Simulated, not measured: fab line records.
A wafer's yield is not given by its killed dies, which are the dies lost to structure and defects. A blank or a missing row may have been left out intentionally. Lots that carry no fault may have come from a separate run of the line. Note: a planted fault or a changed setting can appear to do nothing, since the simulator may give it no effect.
Problem report in the 8D (eight disciplines) form, filled by code :: flow sky130 :: the parts of the form that need people (team, actions taken, sign-off) are left out

1. PROBLEM STATEMENT
Mean of killed_at_contacts at SKY_PAD_OPEN_PROBE_99: 74 across 6 wafers in 2 lots; on wafers with no fault it is 25 (standard deviation 5.9). Relative to the usual mean, that is a shift of +8.3 standard deviations.
Earliest sighting: wafer L884.1 on prober-02 at day 50 05:26. Wafers with a number at this step in the record: 27, from 9 lots. Rule for "out" (also "out of limits"): further than 4 standard deviations from the usual mean. The rest of the wafers with a number are treated as sound.

2. WHAT THIS IS AND IS NOT
question: which readings at this step
is: killed_at_contacts
is not: killed_at_M0_to_M3, killed_at_M4_up, killed_at_front_end, killed_at_other, killed_open

question: which lots
is: L884, L887
is not: L868, L872, L874, L876, L878, L881, L882

question: which wafers of those lots
is: all that have a number
is not: -

question: read on which tools
is: prober-01, prober-02
is not: -

question: when
is: from day 50 05:26
is not: up to then (21 sound wafers)

3. THE SUSPECTS, EACH WITH WHAT RULES IT OUT
Counting: a tool at a process step up to the reading stays a suspect if it ran every lot that is out and no sound lot after the first of them.
- rie_diel-01 at SKY_CONTACT_ETCH_16 (etches BARC in N2/H2, stops on SiO2, time 45.9 s, target depth 60 nm): kept. It ran every lot that is out, first L884 (day 37 13:44), and no sound lot after that; its last sound lot up to then is L882 (day 37 05:25).
- cvd_w-02 at SKY_VIA3_CVD_21 (deposits W, target thk 390 nm, time 117.31 s): kept. It ran every lot that is out, first L884 (day 44 22:48), and no sound lot after that; its last sound lot up to then is L882 (day 44 16:22).
- rie_metal-02 at SKY_METAL4_DESCUM_15 (chemistry O2, time 8 s): kept. It ran every lot that is out, first L884 (day 46 18:30), and no sound lot after that; its last sound lot up to then is L882 (day 46 12:53).
- pecvd-02 at SKY_PASSIVATION_CVD_02 (deposits Si3N4, target thk 540 nm): kept. It ran every lot that is out, first L884 (day 48 14:35), and no sound lot after that; its last sound lot up to then is L882 (day 48 08:12).
Left after counting: rie_diel-01 at SKY_CONTACT_ETCH_16, cvd_w-02 at SKY_VIA3_CVD_21, rie_metal-02 at SKY_METAL4_DESCUM_15, pecvd-02 at SKY_PASSIVATION_CVD_02.

4. THE CAUSE (what the simulator had put in)
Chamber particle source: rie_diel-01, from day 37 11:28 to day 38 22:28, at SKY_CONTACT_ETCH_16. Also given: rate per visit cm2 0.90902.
Counting left 4 suspects, and this tool is among them.

5. THE EFFECT CHAIN, in route order
Each row: a reading whose mean over the struck wafers that have a number lies more than 3 standard deviations from the usual. Only readings whose record carries a usual standard deviation are examined. hours: median over the lots of the time between each lot's start at the first step of this table that gives one and its start at this step. sigmas: the change, counted in usual standard deviations.
hours: 0
step: SKY_PAD_OPEN_PROBE_99
reading: killed_at_contacts
usual: 25
on struck wafers: 74
change: +49
sigmas: +8.3

hours: 0
step: SKY_PAD_OPEN_PROBE_99
reading: killed_dies
usual: 89
on struck wafers: 136
change: +48
sigmas: +4.8
Process steps it contains:
- SKY_PAD_OPEN_PROBE_99

6. HOW IT WOULD HAVE BEEN CAUGHT EARLIER
First out-of-limits reading in this record: day 50 05:26, which is 306 hours after fault onset at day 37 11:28.
Of the tool readings at SKY_CONTACT_ETCH_16 for which the record gives a usual standard deviation, none was out on any struck wafer, so an alarm limit of 4 standard deviations on them would not have fired.
The start of SKY_CONTACT_ETCH_16 on rie_diel-01 came by day 50 05:26 for every one of the lots that are out (2). A hold on the tool at that time would have spared none of them.
